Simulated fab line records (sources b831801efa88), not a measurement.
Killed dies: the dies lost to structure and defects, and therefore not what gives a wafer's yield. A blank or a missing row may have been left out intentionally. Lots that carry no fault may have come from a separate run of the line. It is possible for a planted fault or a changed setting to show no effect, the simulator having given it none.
Comparing a struck lot with a sound one + flow gf180mcu + 45 out of 602 route steps
Sound: these wafers, L758.1, L758.5, L758.6. Struck: wafer L767.2; the same lot's L767.5 was not struck, so it is left out; see the end for the cause.
Per side, at each step with rows, come the tool, then ch with its chambers, and then its first start. Under that, the readings that differ: sound wafers + struck wafers + difference of the means + sigmas: that difference in standard deviations of wafers without a fault.
alike: words and numbers the same on both sides, and readings whose means are apart by under 2 such deviations; not compared: readings that were withheld, readings missing a value for some wafer, numbers with overlapping values and no deviation given by the record, and bounds like >300 which may hide the same value.
The two part at a step that has a row with sigmas, a row that says differs or no value, or rows on one side only. Non-overlapping numbers with no deviation appear without sigmas and do not part them. A reading missing from all wafers of one side parts the sides only when that side holds two or more wafers.

GF_V2_OVL_MEAS_15:
  sound on overlay-01 at day 20 17:56; struck on overlay-01 at day 23 15:06
  alike: V2_OVL
then, 6 steps without rows for these wafers: GF_V2_ETCH_16 (etches BARC in N2/H2); GF_V2_ETCH_17 (etches SiO2 in C4F8/O2/Ar, stops on TiN, target depth 630 nm); GF_V2_STRIP_18 (strips in O2/N2); GF_V2_STRIP_19 (strips in post etch residue remover, time 1200 s); GF_V2_CLEAN_20 (cleans in DIW); GF_V2_SPUTTER_21 (material Ti, target thk 15 nm, time 80.02 s).
GF_V2_SPUTTER_22: material TiN, target thk 10 nm, time 40 s.
  sound on pvd_sputter-04 at day 20 18:41; struck on pvd_sputter-03 at day 23 15:53
  alike: throttle_valve_pct
GF_V2_CVD_23: deposits W, target thk 350 nm, time 104.94 s.
  sound on cvd_w-02 ch 0,1, day 20 18:44; struck on cvd_w-02 ch 1, day 23 15:56
| reading            | sound       | struck | difference | sigmas |
|--------------------|-------------|--------|------------|--------|
| heater_power_w (W) | 815 824 948 | 1005   | +143       | +2     |
  alike: susceptor_temp_C
GF_V2_RS_MEAS_24: the measuring method here is four-point-probe.
  sound on film_metro-02 at day 20 18:50; struck on film_metro-01 at day 23 16:04
  alike: V2_W_RS
GF_V2_THK_MEAS_25: measures by xrf.
  sound on film_metro-02 at day 20 18:58; struck on film_metro-01 at day 23 16:10
  alike: V2_W_THK
then, 1 step without rows for these wafers: GF_V2_CMP_26 (polishes, stops on SiO2, t overpolish 15 s, target thk 0 nm).
GF_M3_SPUTTER_00: material Ti, target thk 37.5 nm, time 150 s.
  sound on pvd_sputter-02 at day 20 19:19; struck on pvd_sputter-04 at day 23 16:31
| reading                               | sound             | struck | difference | sigmas |
|---------------------------------------|-------------------|--------|------------|--------|
| model.Ti_of_M3_SPUTTER_00.thk_nm (nm) | 37.59 37.65 37.35 | 27.92  | -9.61      |        |
  alike: throttle_valve_pct
then, 1 step without rows for these wafers: GF_M3_SPUTTER_01 (material TiN, target thk 30 nm, time 25 s).
GF_M3_SPUTTER_02: material AlCu, target thk 450 nm, time 23.9 s.
  sound on pvd_sputter-02 at day 20 19:27; struck on pvd_sputter-04 at day 23 16:39
  alike: throttle_valve_pct
GF_M3_SPUTTER_03: material Ti, target thk 10 nm, time 6.7 s.
  sound on pvd_sputter-02 at day 20 19:29; struck on pvd_sputter-04 at day 23 16:41
  alike: throttle_valve_pct
then, 1 step without rows for these wafers: GF_M3_SPUTTER_04 (material TiN, target thk 50 nm, time 41.7 s).
GF_M3_RS_MEAS_05: the measuring method here is four-point-probe.
  sound on film_metro-03 at day 20 19:32; struck on film_metro-04 at day 23 16:46
| reading             | sound                | struck | difference | sigmas |
|---------------------|----------------------|--------|------------|--------|
| M3_ALCU_RS (ohm/sq) | 0.0705 0.0706 0.0708 | 0.0686 | -0.0020    | -3     |
GF_M3_THK_MEAS_06: measures by xrf.
  sound on film_metro-03 at day 20 19:40; struck on film_metro-04 at day 23 16:52
  alike: M3_ALCU_THK
then, 7 steps without rows for these wafers: GF_M3_DEHYDRATE_07 (time 60 s); GF_M3_HMDS_08 (prime time 60 s); GF_M3_COAT_09 (resist thk 1000 nm); GF_M3_SOFTBAKE_10 (time 60 s); GF_M3_EXPOSE_11 (exposes mask Metal3, target cd 280 nm); GF_M3_PEB_12 (peb time 90 s); GF_M3_DEVELOP_13 (develop time 60 s).
GF_M3_CD_MEAS_14: target cd 280 nm.
  sound on cd_sem-01 at day 21 20:04; struck on cd_sem-01 at day 24 14:47
  alike: cd_nm
GF_M3_OVL_MEAS_15:
  sound on overlay-01 at day 21 20:11; struck on overlay-02 at day 24 14:53
  alike: M3_OVL
then, 5 steps without rows for these wafers: GF_M3_METAL_ETCH_16 (etches the open film in Cl2/BCl3, stops on SiO2, target depth 627.5 nm, time 104.6 s); GF_M3_STRIP_17 (strips in O2/N2); GF_M3_STRIP_18 (strips in post etch residue remover, time 1200 s); GF_M3_CLEAN_19 (cleans in DIW); GF_V3_CVD_00 (deposits SiO2, target thk 600 nm, time 100 s).
GF_V3_THK_MEAS_01:
  sound on film_metro-03 at day 21 20:56; struck on film_metro-03 at day 24 15:41
  alike: V3_CVD_00_THK
GF_V3_CVD_02: deposits SiO2 from TEOS, target thk 850 nm, time 94.851 s.
  sound on pecvd-04 ch 0,1,2, day 21 21:00; struck on pecvd-04 ch 2, day 24 15:44
  alike: heater_power_w, susceptor_temp_C
GF_V3_THK_MEAS_03:
  sound on film_metro-02 at day 21 21:04; struck on film_metro-01 at day 24 15:49
  alike: V3_CVD_02_THK
then, 1 step without rows for these wafers: GF_V3_CMP_04 (polishes SiO2).
GF_V3_BOW_MEAS_05:
  sound on film_metro-01 at day 21 21:26; struck on film_metro-03 at day 24 16:11
  alike: V3_BOW
then, 4 steps without rows for these wafers: GF_V3_DEHYDRATE_06 (time 60 s); GF_V3_HMDS_07 (prime time 60 s); GF_V3_COAT_08; GF_V3_COAT_09 (resist thk 1000 nm).
-- the record jumps here: 5 days lie between the struck wafers' starts before and after (it left off in module V3 and takes up again in module TOP_METAL, whose first step shown is number 572 of the route) --
GF_TOP_METAL_RS_MEAS_05: the measuring method here is four-point-probe.
  sound on film_metro-04 at day 27 14:42; struck on film_metro-02 at day 30 00:22
  alike: TOP_METAL_ALCU_RS
  not compared: hold
GF_TOP_METAL_THK_MEAS_06: measures by xrf.
  sound on film_metro-04 at day 27 14:49; struck on film_metro-02 at day 30 02:49
  alike: TOP_METAL_ALCU_THK
  not compared: hold
GF_PASSIVATION_PROBE_99:
  the record has rows for the struck wafers here (prober-02, day 31 14:22) and none for the sound ones

## WHERE THEY PART
At GF_V2_CVD_23 first; at GF_PASSIVATION_PROBE_99 last (within this record only).

WHY: the cause the simulator had injected
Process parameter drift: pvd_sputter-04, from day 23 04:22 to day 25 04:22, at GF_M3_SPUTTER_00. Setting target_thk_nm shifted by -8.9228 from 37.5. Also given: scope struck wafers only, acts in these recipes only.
